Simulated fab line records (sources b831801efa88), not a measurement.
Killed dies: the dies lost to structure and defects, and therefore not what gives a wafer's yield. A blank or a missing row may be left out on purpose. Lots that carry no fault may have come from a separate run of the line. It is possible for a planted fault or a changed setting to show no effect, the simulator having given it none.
Which of the tools did it? / flow gf180mcu / 36 wafers from 12 lots sampled at 2 of the route's 602 steps

WHAT EACH GAUGE READ, for each wafer
GF_M4_RS_MEAS_05: uses a four-point probe to measure.
lot=L075; measured=day 22 14:20; on=film-metro-02; M4_ALCU_RS (ohm/sq)=0.0699 0.0694 0.0708
lot=L077; measured=day 23 08:38; on=film-metro-01; M4_ALCU_RS (ohm/sq)=0.0684 0.0681 0.0681
lot=L079; measured=day 23 22:03; on=film-metro-01; M4_ALCU_RS (ohm/sq)=0.0703 0.0709 0.0695
lot=L081; measured=day 25 06:53; on=film-metro-02; M4_ALCU_RS (ohm/sq)=0.0700 0.0699 0.0692
lot=L083; measured=day 26 06:03; on=film-metro-02; M4_ALCU_RS (ohm/sq)=0.0707 0.0693 0.0689
lot=L086; measured=day 26 23:21; on=film-metro-03; M4_ALCU_RS (ohm/sq)=0.0702 0.0691 0.0707
lot=L088; measured=day 27 04:16; on=film-metro-01; M4_ALCU_RS (ohm/sq)=0.0689 0.0701 0.0700
lot=L089; measured=day 27 19:56; on=film-metro-02; M4_ALCU_RS (ohm/sq)=0.0697 0.0697 0.0698
lot=L091; measured=day 28 08:47; on=film-metro-02; M4_ALCU_RS (ohm/sq)=0.0715 0.0707 0.0713
lot=L093; measured=day 28 16:24; on=film-metro-02; M4_ALCU_RS (ohm/sq)=0.0696 0.0683 0.0696
lot=L095; measured=day 29 02:28; on=film-metro-02; M4_ALCU_RS (ohm/sq)=0.0715 0.0713 0.0710
lot=L097; measured=day 29 18:22; on=film-metro-01; M4_ALCU_RS (ohm/sq)=0.0694 0.0699 0.0702

WHICH TOOL RAN EACH LOT (tool, then ch and the chambers of the sampled wafers, then the start)
lot=L075; GF_V3_STRIP_18=plasma-asher-01 ch 0,1, day 22 12:52
lot=L077; GF_V3_STRIP_18=plasma-asher-04 ch 0,1, day 23 06:55
lot=L079; GF_V3_STRIP_18=plasma-asher-02 ch 0,1, day 23 20:35
lot=L081; GF_V3_STRIP_18=plasma-asher-02 ch 0,1, day 25 05:26
lot=L083; GF_V3_STRIP_18=plasma-asher-02 ch 0,1, day 26 04:37
lot=L086; GF_V3_STRIP_18=plasma-asher-04 ch 0,1, day 26 21:55
lot=L088; GF_V3_STRIP_18=plasma-asher-01 ch 0,1, day 27 02:39
lot=L089; GF_V3_STRIP_18=plasma-asher-04 ch 0,1, day 27 18:28
lot=L091; GF_V3_STRIP_18=plasma-asher-01 ch 0,1, day 28 07:19
lot=L093; GF_V3_STRIP_18=plasma-asher-01 ch 0,1, day 28 14:58
lot=L095; GF_V3_STRIP_18=plasma-asher-01 ch 0,1, day 29 00:58
lot=L097; GF_V3_STRIP_18=plasma-asher-01 ch 0,1, day 29 16:55
- GF_V3_STRIP_18: strips in O2/N2.

THE ANSWER, worked out from the rows above alone
Rule: the lots themselves supply what counts as usual. The widest of any qualifying gaps counts: lots, ordered by their means at a reading, are off when they make up no more than a third of the lots, leave a main group of 4 or more, and stand apart from it by 3 or more times the standard deviation of that group's means. A main group whose means are all the same, to the digits that the tables above print for the reading, isn't used. A lot without any number at a reading at which 4 lots or more have one is off too. All remaining lots with rows at the step are treated as sound.
No lot is off at any reading shown: from this, nothing can be told.

WHAT THE SIMULATOR HAD INSERTED
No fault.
